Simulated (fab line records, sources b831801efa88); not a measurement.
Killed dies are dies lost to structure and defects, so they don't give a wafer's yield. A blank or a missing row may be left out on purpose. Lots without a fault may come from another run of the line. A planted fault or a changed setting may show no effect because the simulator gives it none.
A struck lot beside a sound one | flow sky130 | 16 steps out of a route of 708
Sound: wafers L262.1, L262.2, L262.4. Struck: wafers L270.1, L270.2, L270.3. The cause comes at the end.
At each step with rows: each side's tool, then ch and its chambers, then its first start. Under that, the readings that differ: sound wafers | struck wafers | difference of the means | sigmas: that difference in standard deviations of wafers without a fault.
alike: readings whose means differ by less than 2 such deviations, and words and numbers that are the same on both sides. not compared: withheld readings, readings that some wafer has no value for, bounds like >300 that may hide the same value, and numbers for which the record gives no deviation and whose values overlap.
The two part at a step that has a row with sigmas, a row that says differs or no value, or rows on one side only. Numbers that don't overlap but have no deviation are shown without sigmas and don't part them. A reading that every wafer of one side lacks parts them only if that side has two wafers or more.

first, 2 steps without rows for these wafers: SKY_METAL3_PEB_11; SKY_METAL3_DEVELOP_12 (develop time 60 s).
SKY_METAL3_CD_MEAS_13: target cd 300 nm.
  sound on cd_sem-01, day 38 13:12; struck on cd_sem-02, day 41 05:45
  alike: cd_nm
SKY_METAL3_OVL_MEAS_14:
  sound on overlay-01, day 38 13:19; struck on overlay-02, day 41 05:52
  alike: METAL3_OVL
SKY_METAL3_DESCUM_15: chemistry O2, time 8 s.
  sound on rie_metal-03 ch 0,1, day 38 13:21; struck on rie_metal-01 ch 0,1, day 41 05:54
  alike: chamber_pressure_mTorr, drypump_motor_current_A, oes_product_au
  not compared: rf_hours_counter_h
SKY_METAL3_ETCH_16: etches BARC in N2/H2, stops on SiO2, time 88.2 s, target depth 60 nm.
  sound on rie_metal-03 ch 0,1, day 38 13:23; struck on rie_metal-01 ch 0,1, day 41 05:56
  alike: chamber_pressure_mTorr, drypump_motor_current_A, oes_product_au, throttle_valve_pct
  not compared: rf_hours_counter_h
SKY_METAL3_ETCH_17: etches SiO2 in C4F8/O2/Ar, stops on TiN, time 3.9 s, target depth 15 nm.
  sound on rie_diel-01 ch 0,2,3, day 38 13:29; struck on rie_diel-02 ch 0,1,3, day 41 06:02
  alike: chamber_pressure_mTorr, oes_product_au
  not compared: rf_hours_counter_h
then, 1 step without rows for these wafers: SKY_METAL3_METAL_ETCH_18 (etches the open film in Cl2/BCl3, stops on SiO2, target depth 845 nm, time 183.1 s).
SKY_METAL3_STRIP_19: strips in O2/N2.
  sound on plasma_asher-04 ch 0,1, day 38 13:52; struck on plasma_asher-03 ch 0,1, day 41 06:14
  reading                     | sound       | struck      | difference | sigmas
  drypump_motor_current_A (A) | 5.7 5.6 5.7 | 4.9 5.2 4.9 | -0.7       | -2
  alike: chamber_pressure_mTorr, oes_product_au, strip_time_to_endpoint_s
  not compared: rf_hours_counter_h
then, 3 steps without rows for these wafers: SKY_METAL3_STRIP_20 (strips in post etch residue remover, time 1200 s); SKY_METAL3_CLEAN_21 (cleans in IPA, time 180 s); SKY_METAL3_CLEAN_22 (cleans in O3/DIW).
SKY_VIA3_HDPCVD_00: deposits SiO2, target thk 1635 nm, time 272.5 s.
  sound on hdpcvd-01 ch 0,1,2, day 38 14:29; struck on hdpcvd-01 ch 0,1,2, day 41 06:52
  reading                                  | sound             | struck            | difference | sigmas
  sih4_flow_sccm (sccm)                    | 59.88 59.94 59.80 | 72.00 71.97 72.26 | +12.20     | +61
  model.SiO2_of_VIA3_HDPCVD_00.thk_nm (nm) | 1660 1631 1621    | 1969 2000 1993    | +350       |
SKY_VIA3_THK_MEAS_01:
  sound on film_metro-02, day 38 14:40; struck on film_metro-02, day 41 07:02
  reading              | sound          | struck         | difference | sigmas
  VIA3_HDPCVD_THK (nm) | 1661 1632 1621 | 1970 2001 1991 | +349       | +22
SKY_VIA3_CMP_02: polishes SiO2.
  sound on cmp-02 ch 0,1,3, day 38 14:58; struck on cmp-02 ch 0,2,3, day 41 07:08
  alike: motor_current_A
SKY_PAD_OPEN_PROBE_99:
  the record has rows for the sound wafers here (prober-01, day 45 20:10) and none for the struck ones

WHERE THEY PART
First at SKY_METAL3_STRIP_19; last, within this record, at SKY_PAD_OPEN_PROBE_99.

WHY: what the simulator had put in
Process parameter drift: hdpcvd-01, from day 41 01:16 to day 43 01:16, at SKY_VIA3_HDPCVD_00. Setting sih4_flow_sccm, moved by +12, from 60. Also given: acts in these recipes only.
